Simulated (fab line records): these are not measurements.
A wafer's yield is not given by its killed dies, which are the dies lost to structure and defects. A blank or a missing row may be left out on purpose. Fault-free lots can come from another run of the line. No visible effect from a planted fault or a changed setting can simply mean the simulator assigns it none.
Code-filled problem report in 8D (eight disciplines) form -- flow sky130 -- the parts of the form that need people (team, actions taken, sign-off) are left out

## 1. WHAT IS WRONG
At SKY_PAD_OPEN_PROBE_99, killed_at_M0_to_M3 averages 98 over 3 wafers from 2 lots, while fault-free wafers read 43, standard deviation 6.7. Measured from the usual mean, that is +8.2 standard deviations.
First seen on wafer L969.3, day 49 13:36, on prober-01. Wafers with a number at this step in the record: 9, from 3 lots. Rule for "out" (also "out of limits"): further than 4 standard deviations from the usual mean. Any other wafer with a number is counted as sound.

## 2. WHAT IT IS, WHAT IT ISN'T
question,is,is not
which readings at this step,"killed_at_M0_to_M3, defect limited yield, killed dies, sort_bin_3_pad_short, sort_bin_5_function, sort n pass, sort yield pct","killed_at_M4_up, killed at contacts, killed at front end, killed open, killed short, sort_bin_6_memory"
which lots,"L969, L970",L959
which wafers of those lots,"L969.3, L969.6, L970.1","L969.4, L970.3, L970.6"
read on which tools,"prober-01, prober-02",-
when,from day 49 13:36,"up to then (3 sound wafers); but 3 sound wafers of L969, L970 came after"

## 3. WHAT RULES OUT EACH SUSPECT
Counting: a tool at a process step up to the reading stays a suspect if it ran every lot that is out. Sound lots after the first of them don't rule it out here, since some wafers of a struck lot are sound.
- rie diel-02 at SKY_VIA2_ETCH_14 (etches BARC in N2/H2, stops on SiO2, time 45.9 s, target depth 60 nm): kept. It ran every lot that is out, first L969 (day 41 00:43).
- In rie diel-02 at SKY_VIA2_ETCH_14, the wafers that are out were processed in chamber 1 and their sound lot-mates in chambers 0, 3.
After counting, what remains is rie diel-02 at SKY_VIA2_ETCH_14.

## 4. THE CAUSE (what the simulator had put in)
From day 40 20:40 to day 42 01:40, rie diel-02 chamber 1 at SKY_VIA2_ETCH_14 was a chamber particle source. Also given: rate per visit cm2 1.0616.
This tool alone remained once counting was done.

## 5. THE EFFECT CHAIN, in route order
Each row: a reading whose mean over the struck wafers that have a number lies more than 3 standard deviations from the usual. Scope: only readings with a usual standard deviation given in the record; hours: median across lots of the time from each lot's start at the first step in this table that gives one to its start at this step; sigmas: change in usual standard deviations.
hours,step,reading,usual,on struck wafers,change,sigmas
0,SKY_PAD_OPEN_PROBE_99,defect limited yield,82.3 %,71.2,-11.1,-5.8
0,SKY_PAD_OPEN_PROBE_99,killed_at_M0_to_M3,43,98,+55,+8.2
0,SKY_PAD_OPEN_PROBE_99,killed dies,87,142,+55,+5.9
0,SKY_PAD_OPEN_PROBE_99,sort_bin_3_pad_short,0.9 %,3.5,+2.6,+6.4
0,SKY_PAD_OPEN_PROBE_99,sort_bin_5_function,10.5 %,18.2,+7.7,+5.5
0,SKY_PAD_OPEN_PROBE_99,sort n pass,405,350,-55,-5.9
0,SKY_PAD_OPEN_PROBE_99,sort yield pct,82.3 %,71.2,-11.1,-5.8
Process steps it contains:
- SKY_PAD_OPEN_PROBE_99

## 6. WHAT WOULD HAVE CAUGHT IT SOONER
The fault began at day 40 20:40; the first out-of-limits reading in this record came at day 49 13:36, 209 hours later.
Of the tool readings at SKY_VIA2_ETCH_14 for which the record gives a usual standard deviation, none was out on any struck wafer, so an alarm limit of 4 standard deviations on them would not have fired.
By day 49 13:36 the whole set of lots that are out, 2 in number, had already begun SKY_VIA2_ETCH_14 on rie diel-02. Holding the tool at that point would not have protected any of them.
